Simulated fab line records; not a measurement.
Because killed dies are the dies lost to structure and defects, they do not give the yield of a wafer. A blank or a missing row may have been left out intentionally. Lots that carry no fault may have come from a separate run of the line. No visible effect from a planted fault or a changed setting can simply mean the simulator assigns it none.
Problem report, 8D (eight disciplines) form, completed by code || flow sky130 || the parts of the form that need people (team, actions taken, sign-off) are left out

1. WHAT WENT WRONG
CONTACT_W_RS at SKY_CONTACT_RS_MEAS_25 reads a mean of 0.255 ohm/sq on 2 wafers of 2 lots; wafers without a fault read 0.338 ohm/sq with a standard deviation of 0.0043. Relative to the usual mean, that is a shift of -19 standard deviations.
The step: measures by four-point-probe.
Earliest sighting: wafer L284.4 on filmMetro-02 at day 34 21:45. At this step, 42 wafers from 14 lots have a number in the record. The rule behind "out" and "out of limits": a value lying over 4 standard deviations away from the usual mean. The rest of the wafers with a number are treated as sound.

2. WHAT THIS IS AND IS NOT
{"question": "which readings at this step", "is": "CONTACT_W_RS", "is not": "-"}
{"question": "which lots", "is": "L284, L289", "is not": "L275, L276, L277, L278, L279, L280, L281, L282, L293, L294, L295, L298"}
{"question": "which wafers of those lots", "is": "L284.4, L289.4", "is not": "L284.1, L284.5, L289.1, L289.5"}
{"question": "read on which gauges", "is": "filmMetro-02", "is not": "filmMetro-01, filmMetro-04"}
{"question": "when", "is": "from day 34 21:45", "is not": "up to then (26 sound wafers); but 14 sound wafers of L289, L293, L294, L295, L298 came after"}

3. THE SUSPECTS, EACH WITH WHAT RULES IT OUT
Counting: a tool at a process step up to the reading stays a suspect if it ran every lot that is out. Sound lots after the first of them don't rule it out here, since some wafers of a struck lot are sound.
- the gauge at SKY_CONTACT_RS_MEAS_25: ruled out. All the wafers that are out were read on filmMetro-02, but those of them that SKY_CONTACT_CMP_27 has rows for are out there too, on other tools.
- cvdW-01 at SKY_CONTACT_CVD_24 (deposits W, target thk 340 nm, time 102.12 s): kept. Ran every lot that is out, first one L284 (day 34 21:38); last sound lot up to then L282 (day 34 02:12).
Remaining after the count: cvdW-01 at SKY_CONTACT_CVD_24.

4. THE CAUSE (what the simulator had put in)
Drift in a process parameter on cvdW-01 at SKY_CONTACT_CVD_24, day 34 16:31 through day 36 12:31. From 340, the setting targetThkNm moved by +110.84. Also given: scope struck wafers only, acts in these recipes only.
After counting, this tool was the only one left.

5. THE EFFECT CHAIN, in route order
Rows list readings where the struck wafers' mean (over those with a number) sits beyond 3 standard deviations from the usual. Readings are gone through only where the record gives a usual standard deviation; hours: the median, over the lots, of the time from a lot's start at the first step in this table giving one to that lot's start at this step; sigmas: the change measured in usual standard deviations.
{"hours": 0, "step": "SKY_CONTACT_RS_MEAS_25", "reading": "CONTACT_W_RS", "usual": "0.338 ohm/sq", "on struck wafers": 0.255, "change": -0.083, "sigmas": -19}
{"hours": 0, "step": "SKY_CONTACT_THK_MEAS_26", "reading": "CONTACT_W_THK", "usual": "326 nm", "on struck wafers": 428, "change": "+102", "sigmas": "+17"}
{"hours": 0, "step": "SKY_CONTACT_CMP_27", "reading": "timeToEndpointS", "usual": "80 s", "on struck wafers": 106, "change": "+26", "sigmas": "+7.4"}
The process steps in it:
- SKY_CONTACT_CMP_27: polishes, stops on SiO2, t overpolish 15 s, target thk 0 nm.

6. WHAT WOULD HAVE CAUGHT IT SOONER
In this record the first reading out of limits at a measuring or inspecting step was taken at day 34 21:45, 5 hours after the fault began at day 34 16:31.
Tool readings at SKY_CONTACT_CVD_24 with a usual standard deviation given in the record: none out on any struck wafer, hence no alarm at a limit of 4 standard deviations on them.
Lots out: 2; of these, L289 started SKY_CONTACT_CVD_24 on cvdW-01 after day 34 21:45. Holding the tool at that time would have saved it.
